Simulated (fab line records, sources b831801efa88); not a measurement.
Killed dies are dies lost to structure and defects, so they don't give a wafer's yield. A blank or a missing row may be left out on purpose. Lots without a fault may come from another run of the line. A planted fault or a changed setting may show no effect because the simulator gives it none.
fab line records | flow sky130
record lots=11 wafers=33 last_day=50
route steps=708 shown VT_ADJUST_LVTN@112 POLY_GATE@230 LDD_LDN@302 LI_CONTACT@364 PAD_OPEN@708
lots that met no fault: from a run of the same line without faults
start_h: hours from the record's first day to the start of the lot's first wafer shown | wait_h: hours since the lot's step before | " the same as in the row above | L1.1+2: a row that stands for several wafers | - no value, or no start given | * or withheld: withheld | < > ~ a bound
route shown NAME@n: a module of which the file shows steps, and the number in the route of the first | usual: mean/standard deviation of fault-free wafers | same: alike in all rows | chamber/n: place in a boat | sites: the reading at each site | _std_site: their standard deviation | _edge_site: outer sites' mean less inner sites' | radius_mm: how far each site lies from the wafer's centre | mask NAME#n: copy n | behind: the tool/chamber that last shaped the wafer | hold: why the lot was held/for how many hours/how that ended | device: the transistor (n, p or np) that didn't switch | end of line: the same wafers' tests at the end of the route | a step without rows: its recipe alone | killed: dies lost to structure and defects at the first sort, not the wafer's yield | map: a wafer's dies, x killed, . not, _ none there
set.NAME: the setting as run; set.NAME@STEP: as run at that earlier step | model.NAME: the simulator's own value behind a step, which no gauge read
steps of the route over a sample of lots; a table a step, a row a wafer
services: from which hour (start_h, from the record's first day; less than 0 if before it) a tool's chamber was out of use, for how many hours, and why
## steps
# step SKY_VT_ADJUST_LVTN_EXPOSE_15
# recipe mask_id=HVN_STD_DERIVED na=0.6 source_shape=conventional sigma_outer=0.6 polarization=unpolarized target_cd_nm=600 dose_mj=163
# columns lot.wafer tool chamber start_h wait_h mask
L284.1+5+6 iline_stepper-02 0 160.94 - HVN_STD_DERIVED#0
L285.2+4+5 iline_stepper-02 0 168.96 - HVN_STD_DERIVED#0
L286.1+3+5 iline_stepper-01 0 177.91 - HVN_STD_DERIVED#0
L287.2+3+4 iline_stepper-01 0 179.34 - HVN_STD_DERIVED#0
L289.2+4+6 iline_stepper-01 0 196.09 - HVN_STD_DERIVED#0
L291.2+3+5 iline_stepper-02 0 208.53 - HVN_STD_DERIVED#0
L293.1+3+6 iline_stepper-02 0 226.11 - HVN_STD_DERIVED#0
L295.2+3+4 iline_stepper-02 0 236.48 - HVTPM#0
L298.1+2+3 iline_stepper-02 0 256.17 - HVN_STD_DERIVED#0
L304.4+5+6 iline_stepper-02 0 294.73 - HVN_STD_DERIVED#0
L305.2+3+5 iline_stepper-01 0 302.96 - HVN_STD_DERIVED#0
# step SKY_VT_ADJUST_LVTN_OVL_MEAS_18
# usual VT_ADJUST_LVTN_01_OVL=-0.3/1.5
# columns lot.wafer tool chamber start_h wait_h VT_ADJUST_LVTN_01_OVL[nm]
L284.1 overlay-02 - 170.94 0.1 -2.1
L284.5 " - " " -0.9
L284.6 " - " " -0.2
L285.2 overlay-02 - 178.72 0.1 -1.3
L285.4 " - " " -1.2
L285.5 " - " " -0.6
L286.1 overlay-01 - 188.04 0.1 1.2
L286.3 " - " " -1.3
L286.5 " - " " -0.9
L287.2 overlay-01 - 190.24 0.1 -1.1
L287.3 " - " " 0.2
L287.4 " - " " 0.5
L289.2 overlay-01 - 206.52 0.1 -1.8
L289.4 " - " " -2.1
L289.6 " - " " -1.9
L291.2 overlay-01 - 218.94 0.1 -0.5
L291.3 " - " " -1.4
L291.5 " - " " 0.2
L293.1 overlay-02 - 236.94 0.1 -2.5
L293.3 " - " " -2.3
L293.6 " - " " -2.2
L295.2 overlay-01 - 247.62 0.1 -
L295.3 " - " " -
L295.4 " - " " -
L298.1 overlay-02 - 267.37 0.1 -1.4
L298.2 " - " " -1.7
L298.3 " - " " -1.8
L304.4 overlay-02 - 306.93 0.1 0.3
L304.5 " - " " 0.2
L304.6 " - " " -1.9
L305.2 overlay-02 - 315.69 0.1 2.3
L305.3 " - " " 3.5
L305.5 " - " " 3.3
# step SKY_VT_ADJUST_LVTN_TW_MEAS_21
# usual VT_ADJUST_LVTN_2_TW=189.6/1.9
# columns lot.wafer tool chamber start_h wait_h VT_ADJUST_LVTN_2_TW
L284.1 film_metro-03 - 171.22 0.1 187.5
L284.5 " - " " 187.9
L284.6 " - " " 188.1
L285.2 film_metro-03 - 179.04 0.1 187.9
L285.4 " - " " 187.6
L285.5 " - " " 188.2
L286.1 film_metro-01 - 188.32 0.1 191.3
L286.3 " - " " 191.5
L286.5 " - " " 191.7
L287.2 film_metro-01 - 190.53 0.1 191.3
L287.3 " - " " 192.6
L287.4 " - " " 192.2
L289.2 film_metro-03 - 206.81 0.1 188.3
L289.4 " - " " 189.0
L289.6 " - " " 189.0
L291.2 film_metro-01 - 219.23 0.1 191.1
L291.3 " - " " 191.3
L291.5 " - " " 190.7
L293.1 film_metro-03 - 237.22 0.1 188.9
L293.3 " - " " 188.4
L293.6 " - " " 187.6
L295.2 film_metro-01 - 247.91 0.1 30.6
L295.3 " - " " 30.6
L295.4 " - " " 30.6
L298.1 film_metro-03 - 267.65 0.1 189.3
L298.2 " - " " 189.1
L298.3 " - " " 188.2
L304.4 film_metro-01 - 307.23 0.1 189.5
L304.5 " - " " 191.9
L304.6 " - " " 189.9
L305.2 film_metro-03 - 315.98 0.1 187.1
L305.3 " - " " 188.3
L305.5 " - " " 187.6
# step SKY_POLY_GATE_ETCH_16
# recipe stop_on=poly-Si chemistry=CH3F/O2 target=Si3N4 source_w=400 bias_w=80 pressure_mtorr=25 ch3f_flow_sccm=40 O2_flow_sccm=30 time_s=147.5 target_depth_a=750
# usual drypump_motor_current_A=5.74/0.29 oes_product_au=0.640/0.0053 throttle_valve_pct=10.537/0.0088
# columns lot.wafer tool chamber start_h wait_h drypump_motor_current_A oes_product_au rf_hours_counter_h throttle_valve_pct
L284.1 rie_diel-04 2 379.17 0.0 5.74 0.646 5 10.532
L284.5 " 0 " " 5.86 0.643 - 10.528
L284.6 " 1 " " 5.85 0.639 - 10.549
L285.2 rie_diel-04 3 391.10 0.0 6.04 0.634 6 10.540
L285.4 " 2 " " 5.72 0.631 5 10.536
L285.5 " 1 " " 5.79 0.644 - 10.531
L286.1 rie_diel-01 0 400.70 0.0 5.36 0.635 92 10.515
L286.3 " 2 " " 6.18 0.638 7 10.549
L286.5 " 1 " " 6.08 0.639 - 10.537
L287.2 rie_diel-01 3 403.85 0.0 5.41 0.641 44 10.532
L287.3 " 0 " " 5.38 0.652 92 10.539
L287.4 " 2 " " 6.17 0.637 - 10.527
L289.2 rie_diel-04 0 421.45 0.0 5.88 0.644 19 10.540
L289.4 " 2 " " 5.71 0.644 6 10.524
L289.6 " 3 " " 6.03 0.645 - 10.544
L291.2 rie_diel-01 3 443.15 0.0 5.38 0.632 45 10.543
L291.3 " 2 " " 6.18 0.637 8 10.534
L291.5 " 1 " " 6.09 0.633 - 10.546
L293.1 rie_diel-01 1 469.30 0.0 6.07 0.638 7 10.532
L293.3 " 3 " " 5.38 0.634 46 10.551
L293.6 " 0 " " 5.37 0.637 - 10.533
L295.2 rie_diel-04 3 481.50 0.0 6.02 0.626 8 10.531
L295.3 " 2 " " 5.71 0.638 7 10.539
L295.4 " 0 " " 5.90 0.641 20 10.527
L298.1 rie_diel-02 3 507.25 0.0 5.76 0.637 11 10.530
L298.2 " 1 " " 5.68 0.633 7 10.550
L298.3 " 0 " " 6.01 0.633 31 10.555
L304.4 rie_diel-02 3 557.05 0.0 5.74 0.629 12 10.524
L304.5 " 0 " " 6.02 0.646 - 10.522
L304.6 " 3 " " 5.74 0.638 - 10.550
L305.2 rie_diel-02 3 563.85 0.0 5.74 0.653 12 10.541
L305.3 " 0 " " 6.00 0.645 32 10.546
L305.5 " 1 " " 5.66 0.641 - 10.547
# step SKY_LDD_LDN_TW_MEAS_13
# usual LDD_LDN_TW=1480/16
# columns lot.wafer tool chamber start_h wait_h LDD_LDN_TW
L284.1 film_metro-01 - 536.95 0.1 1503
L284.5 " - " " 1500
L284.6 " - " " 1506
L285.2 film_metro-03 - 548.98 0.1 1480
L285.4 " - " " 1487
L285.5 " - " " 1480
L286.1 film_metro-01 - 557.02 0.1 1513
L286.3 " - " " 1506
L286.5 " - " " 1503
L287.2 film_metro-04 - 561.11 0.1 1458
L287.3 " - " " 1460
L287.4 " - " " 1459
L289.2 film_metro-04 - 580.13 0.1 1472
L289.4 " - " " 1468
L289.6 " - " " 1478
L291.2 film_metro-03 - 597.73 0.1 1462
L291.3 " - " " 1464
L291.5 " - " " 1468
L293.1 film_metro-03 - 625.40 0.1 1460
L293.3 " - " " 1460
L293.6 " - " " 1460
L295.2 film_metro-03 - 634.26 0.1 1457
L295.3 " - " " 1457
L295.4 " - " " 1456
L298.1 film_metro-03 - 657.77 0.1 1468
L298.2 " - " " 1474
L298.3 " - " " 1468
L304.4 film_metro-04 - 707.58 0.1 1478
L304.5 " - " " 1472
L304.6 " - " " 1479
L305.2 film_metro-01 - 710.58 0.1 1499
L305.3 " - " " 1499
L305.5 " - " " 1493
# step SKY_LI_CONTACT_CMP_02
# recipe material=PSG down_force_psi=4 platen_rpm=60 pad_velocity_m_s=0.94248
# usual motor_current_A=11.9/1.6 retaining_ring_pressure_frac=1.000/0.0049 slurry_flow_ml_min=150.0/0.46 time_to_endpoint_s=31/3.4
# columns lot.wafer tool chamber start_h wait_h motor_current_A retaining_ring_pressure_frac slurry_flow_ml_min time_to_endpoint_s
L284.1 cmp-01 2 658.70 0.2 13.9 0.993 150.1 28
L284.6 " 3 " " 10.9 1.000 149.5 25
L284.5 " 0 " " 10.3 1.002 150.7 27
L285.2 cmp-01 0 669.43 0.0 9.7 0.998 149.8 28
L285.4 " 2 " " 13.7 1.000 149.8 29
L285.5 " 1 " " 13.1 1.002 149.9 26
L286.1 cmp-01 1 675.90 0.1 13.5 1.003 149.7 31
L286.3 " 3 " " 10.9 0.998 150.0 29
L286.5 " 1 " " 13.9 1.000 149.4 28
L287.3 cmp-01 1 679.61 0.1 13.1 0.997 150.2 30
L287.2 " 2 " " 13.5 1.000 150.5 34
L287.4 " 3 " " 10.6 1.002 149.1 28
L289.4 cmp-02 1 699.89 0.0 12.7 0.994 150.5 33
L289.2 " 0 " " 10.5 0.997 150.0 38
L289.6 " 2 " " 14.3 1.005 149.7 35
L291.3 cmp-02 0 716.96 0.1 9.7 1.006 149.1 36
L291.2 " 2 " " 14.2 0.999 149.0 32
L291.5 " 3 " " 10.7 1.006 149.9 33
L293.1 cmp-02 0 742.03 0.1 10.4 1.003 149.9 34
L293.3 " 2 " " 13.4 0.996 150.0 31
L293.6 " 1 " " 12.2 0.995 149.8 28
L295.3 cmp-01 2 749.74 0.0 14.2 0.999 150.2 29
L295.4 " 0 " " 10.0 0.995 150.4 31
L295.2 " 1 " " 13.2 0.994 150.3 27
L298.2 cmp-02 0 773.74 0.0 10.1 0.992 149.0 31
L298.1 " 1 " " 12.0 1.000 150.5 25
L298.3 " 2 " " 14.1 1.000 150.0 31
L304.4 cmp-02 2 822.19 0.2 14.3 0.998 149.8 38
L304.6 " 3 " " 10.9 1.002 149.9 30
L304.5 " 0 " " 10.3 1.006 149.7 38
L305.3 cmp-02 1 824.94 0.0 12.0 1.002 149.2 31
L305.2 " 2 " " 13.8 1.000 150.5 35
L305.5 " 1 " " 12.4 0.996 149.5 31
# step SKY_PAD_OPEN_PROBE_99
# usual killed_at_M0_to_M3=42/6.6 killed_at_M4_up=3.1/1.9 killed_at_contacts=25/5.7 killed_at_front_end=16/5 killed_at_other=0.2/0.38 killed_dies=86/9.6 killed_on_rim=16/4 killed_open=47/7.2 killed_short=39/6.2
# same gross_dies=492 killed_at_back_side=0
# columns lot.wafer tool chamber start_h wait_h killed_at_M0_to_M3 killed_at_M4_up killed_at_contacts killed_at_front_end killed_at_other killed_dies killed_on_rim killed_open killed_short
L291.2 prober-02 - 1130.13 0.1 46 3 37 20 0 106 22 50 56
L291.3 prober-02 - 1130.18 0.2 53 2 22 20 0 97 24 56 41
L291.5 prober-02 - 1130.28 0.2 47 5 36 18 0 106 22 55 51
L293.1 prober-02 - 1147.68 0.1 34 2 30 19 0 85 16 46 39
L293.3 prober-02 - 1147.78 0.2 38 4 27 19 1 89 17 54 35
L293.6 prober-02 - 1147.93 0.2 44 8 29 13 1 95 21 54 41
L295.2 prober-02 - 1152.74 0.1 35 6 35 416 0 492 96 49 47
L295.3 prober-02 - 1152.79 0.2 34 3 27 428 0 492 96 40 40
L295.4 prober-02 - 1152.84 0.2 52 4 28 408 0 492 96 51 46
# killed by level:class
L291.2 LOCAL_INTERCONNECT:geometric_particle:short=10 CONTACT:geometric_particle:open=10 VIA1:geometric_particle:open=9 LI_CONTACT:geometric_particle:open=7 FIELD_ISO:geometric_particle:open=6 CONTACT:geometric_particle:short=6 METAL1:geometric_particle:short=6 VIA3:geometric_particle:short=6
L291.3 VIA1:geometric_particle:open=20 CONTACT:geometric_particle:open=11 VIA3:geometric_particle:open=8 FIELD_ISO:geometric_particle:short=7 POLY_GATE:geometric_particle:open=6 METAL2:geometric_particle:short=5 METAL1:geometric_particle:short=5 VIA1:geometric_particle:short=5
L291.5 LI_CONTACT:geometric_particle:open=12 VIA1:geometric_particle:open=10 CONTACT:geometric_particle:open=10 LOCAL_INTERCONNECT:geometric_particle:short=8 VIA3:geometric_particle:open=7 VIA1:geometric_particle:short=6 VIA3:geometric_particle:short=6 POLY_GATE:geometric_particle:short=5
L293.1 CONTACT:geometric_particle:open=11 FIELD_ISO:geometric_particle:open=7 LI_CONTACT:geometric_particle:open=7 VIA3:geometric_particle:open=7 FIELD_ISO:geometric_particle:short=6 VIA1:geometric_particle:short=6 LOCAL_INTERCONNECT:geometric_particle:short=5 CONTACT:geometric_particle:short=5
L293.3 VIA1:geometric_particle:open=12 LI_CONTACT:geometric_particle:open=10 FIELD_ISO:geometric_particle:open=9 CONTACT:geometric_particle:open=9 VIA2:geometric_particle:open=6 FIELD_ISO:geometric_particle:short=4 CONTACT:geometric_particle:short=4 METAL1:geometric_particle:short=4
L293.6 LI_CONTACT:geometric_particle:open=10 VIA1:geometric_particle:open=9 CONTACT:geometric_particle:open=8 FIELD_ISO:geometric_particle:open=6 VIA1:geometric_particle:short=6 METAL4:geometric_particle:short=6 METAL2:geometric_particle:short=5 VIA2:geometric_particle:open=5
L295.2 VT_ADJUST_LVTN:area_expose=396 CONTACT:geometric_particle:open=12 VIA1:geometric_particle:open=8 CONTACT:geometric_particle:short=7 LI_CONTACT:geometric_particle:open=7 METAL2:geometric_particle:short=6 SONOS_ONO:geometric_particle:open=5 POLY_GATE:geometric_particle:short=5
L295.3 VT_ADJUST_LVTN:area_expose=412 METAL2:geometric_particle:short=10 CONTACT:geometric_particle:short=9 CONTACT:geometric_particle:open=8 LI_CONTACT:geometric_particle:open=7 VIA1:geometric_particle:open=5 POLY_GATE:geometric_particle:short=4 VIA1:geometric_particle:short=4
L295.4 VT_ADJUST_LVTN:area_expose=395 VIA1:geometric_particle:open=16 LI_CONTACT:geometric_particle:open=8 LOCAL_INTERCONNECT:geometric_particle:short=7 METAL2:geometric_particle:short=7 VIA2:geometric_particle:open=7 VIA3:geometric_particle:open=6 VIA2:geometric_particle:short=5
## services
# columns tool chamber start_h hours kind
cmp-02 - 173.79 10.0 pm
cmp-02 - 186.16 13.9 pm
cmp-02 - 204.22 10.9 repair
cmp-02 - 287.28 1.1 repair
iline_stepper-02 - 306.75 1.7 pm
iline_stepper-02 - 353.97 2.1 pm
cmp-02 - 386.59 3.8 repair
cmp-02 - 402.69 2.2 repair
cmp-02 - 404.86 4.0 pm
cmp-02 - 429.10 2.4 repair
iline_stepper-02 - 433.87 1.3 repair
cmp-02 - 461.69 1.7 repair
cmp-02 - 510.08 0.8 repair
cmp-02 - 514.68 0.9 repair
iline_stepper-02 - 523.66 4.4 pm
iline_stepper-02 - 528.10 1.7 pm
cmp-02 - 542.49 5.7 pm
cmp-02 - 565.55 8.0 pm
iline_stepper-02 - 569.77 1.3 repair
iline_stepper-02 - 601.36 2.6 repair
cmp-02 - 711.00 5.0 repair
cmp-02 - 720.97 1.5 repair
iline_stepper-02 - 743.11 1.7 pm
cmp-02 - 744.86 4.0 pm
## key
first_sign step=SKY_VT_ADJUST_LVTN_EXPOSE_15 reading=mask direction=changed
effect step=SKY_VT_ADJUST_LVTN_OVL_MEAS_18 reading=VT_ADJUST_LVTN_01_OVL direction=missing
effect step=SKY_VT_ADJUST_LVTN_TW_MEAS_21 reading=VT_ADJUST_LVTN_2_TW direction=down sigmas=85 usual=189.6 struck=30.6
effect step=SKY_PAD_OPEN_PROBE_99 reading=killed_at_front_end direction=up sigmas=80 usual=16 struck=417
more_kills_born_at SKY_VT_ADJUST_LVTN_EXPOSE_15@iline_stepper-02=1203
met_at SKY_VT_ADJUST_LVTN_EXPOSE_15
struck_lots L295
tester_left_out L295
not_acting_at SKY_POLY_GATE_ETCH_16,SKY_LDD_LDN_TW_MEAS_13,SKY_LI_CONTACT_CMP_02
onset_between 226.11 236.48
fault kind=wrong_mask tool=any chamber=- onset_h=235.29 steps=SKY_VT_ADJUST_LVTN_EXPOSE_15 aux_copy=HVTPM#0 scope=struck_lots_only
# tester_left_out: of these lots the tester's yield and bins aren't shown, on N5 and GAA mostly nor the transistor test; their killed dies are dies lost to structure and defects alone, not to doping, threshold or leakage, so they don't give the yield
